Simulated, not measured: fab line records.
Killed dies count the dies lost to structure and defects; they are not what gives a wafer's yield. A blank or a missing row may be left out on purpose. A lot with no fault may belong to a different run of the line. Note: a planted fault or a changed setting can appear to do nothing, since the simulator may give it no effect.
The tool behind it: which one? -- flow gf180mcu -- 12 lots with 34 wafers sampled at 4 steps, on a route of 602 steps

## WHAT EACH GAUGE READ, for each wafer
GF_V5_RS_MEAS_24: measurement is done with a four-point probe.
lot,measured,on,V5_W_RS (ohm/sq)
L371,day 27 19:52,film_metro-01,0.331 0.328 0.327
L372,day 28 01:02,film_metro-01,0.324 0.322 0.322
L373,day 28 10:40,film_metro-04,0.329 0.331 0.331
L374,day 28 15:38,film_metro-02,0.326 0.331 0.327
L376,day 29 05:51,film_metro-02,0.330 0.330 0.326
L377,day 29 21:01,film_metro-01,0.334 0.329 0.333
L382,day 30 23:47,film_metro-02,0.331 0.325 0.329
L384,day 31 17:35,film_metro-01,0.336 0.338 0.337
L388,day 32 20:43,film_metro-02,0.324 0.328 0.328
L390,day 33 00:48,film_metro-02,0.329 0.329
L391,day 33 13:20,film_metro-02,0.328 0.322 0.326
L393,day 33 19:04,film_metro-01,0.332 0.325

GF_TOP_METAL_CD_MEAS_14: the cd target is 440 nm.
lot,measured,on,cd_nm (nm)
L371,day 28 15:29,cd_sem-02,437.4 440.2 438.7
L372,day 28 21:14,cd_sem-02,442.4 442.5 439.8
L373,day 29 06:48,cd_sem-02,440.2 439.2 437.6
L374,day 29 11:03,cd_sem-02,439.0 438.1 435.9
L376,day 30 01:23,cd_sem-02,437.3 434.6 436.1
L377,day 30 15:30,cd_sem-01,440.4 441.9 442.4
L382,day 31 17:52,cd_sem-02,443.2 442.3 443.1
L384,day 32 10:54,cd_sem-01,443.3 441.5 442.0
L388,day 33 13:11,cd_sem-02,437.5 439.6 438.5
L390,day 33 17:16,cd_sem-01,437.3 437.6
L391,day 34 05:05,cd_sem-02,437.6 439.7 439.3
L393,day 34 10:55,cd_sem-01,440.3 441.4

GF_PASSIVATION_THK_MEAS_01.
lot,measured,on,PASSIVATION_CVD_00_THK (nm)
L371,day 28 16:35,film_metro-03,989 1010 1006
L372,day 28 22:11,film_metro-04,990 984 1005
L373,day 29 07:44,film_metro-04,992 983 1000
L374,day 29 11:59,film_metro-03,998 992 1002
L376,day 30 02:20,film_metro-04,1007 1016 1016
L377,day 30 16:38,film_metro-04,982 981 985
L382,day 31 18:48,film_metro-01,996 983 1005
L384,day 32 11:54,film_metro-03,1005 985 999
L388,day 33 14:10,film_metro-04,989 995 1021
L390,day 33 18:12,film_metro-01,721 1020
L391,day 34 06:01,film_metro-03,991 985 1007
L393,day 34 11:53,film_metro-01,727 1027

## TOOL THAT RAN EACH LOT (tool first, then ch and the chambers of the sampled wafers, then the start)
lot,GF_PASSIVATION_CVD_00
L371,"pecvd-03 ch 1,2, day 28 16:31"
L372,"pecvd-03 ch 0,1,2, day 28 22:06"
L373,"pecvd-02 ch 0,1,2, day 29 07:38"
L374,"pecvd-03 ch 0,2, day 29 11:55"
L376,"pecvd-02 ch 0,1, day 30 02:15"
L377,"pecvd-03 ch 0,1, day 30 16:33"
L382,"pecvd-01 ch 0,2, day 31 18:43"
L384,"pecvd-03 ch 0,1, day 32 11:49"
L388,"pecvd-02 ch 1,2, day 33 14:05"
L390,"pecvd-03 ch 1, day 33 18:06"
L391,"pecvd-01 ch 0,1,2, day 34 05:55"
L393,"pecvd-03 ch 0,1, day 34 11:47"
- GF_PASSIVATION_CVD_00: deposits SiO2 from TEOS, target thk 1000 nm, time 111.95 s.

## WHAT THE TOOLS THEMSELVES READ (means of the sampled wafers that have a number; where no wafer has one, the mark that the record gives instead)
GF_PASSIVATION_CVD_00.
lot,tool,heater_power_w (W)
L371,pecvd-03,668
L372,pecvd-03,662
L373,pecvd-02,685
L374,pecvd-03,686
L376,pecvd-02,749
L377,pecvd-03,655
L382,pecvd-01,720
L384,pecvd-03,674
L388,pecvd-02,745
L390,pecvd-03,574
L391,pecvd-01,695
L393,pecvd-03,553

## THE ANSWER, worked out from the rows above alone
Rule: what is usual is taken from the lots themselves. Put in order of their means at a reading, lots are off if they are a third of the lots or fewer, leave a main group of 4 or more, and stand apart from it by a gap of 3 or more times the standard deviation of the main group's means; of several such gaps the widest counts. Not used: any main group whose means are identical at the precision the tables above print for the reading. Also off: a lot with no number at a reading for which 4 or more lots have one. All remaining lots with rows at the step are treated as sound. After the gauges, taken in route order, come the tools' own readings; for these a lot's mean is taken, as printed above. The first step at which some lot is off is used, and at that step the reading that is off furthest; a lot without a number counts as furthest.
Off: L390, L393, seen at GF_PASSIVATION_THK_MEAS_01 (PASSIVATION_CVD_00_THK). The main group has a mean of 997 nm with a standard deviation of 7.5.
If a tool, at a process step before that reading, ran all the lots that are off and no sound lot after the first of them, it fits. Gauges at GF_PASSIVATION_THK_MEAS_01: tried the same way as those tools. 2 tools fit, pecvd-03 at GF_PASSIVATION_CVD_00 and film_metro-01 at GF_PASSIVATION_THK_MEAS_01, so this cannot tell which one it is.

## WHAT THE SIMULATOR PUT IN
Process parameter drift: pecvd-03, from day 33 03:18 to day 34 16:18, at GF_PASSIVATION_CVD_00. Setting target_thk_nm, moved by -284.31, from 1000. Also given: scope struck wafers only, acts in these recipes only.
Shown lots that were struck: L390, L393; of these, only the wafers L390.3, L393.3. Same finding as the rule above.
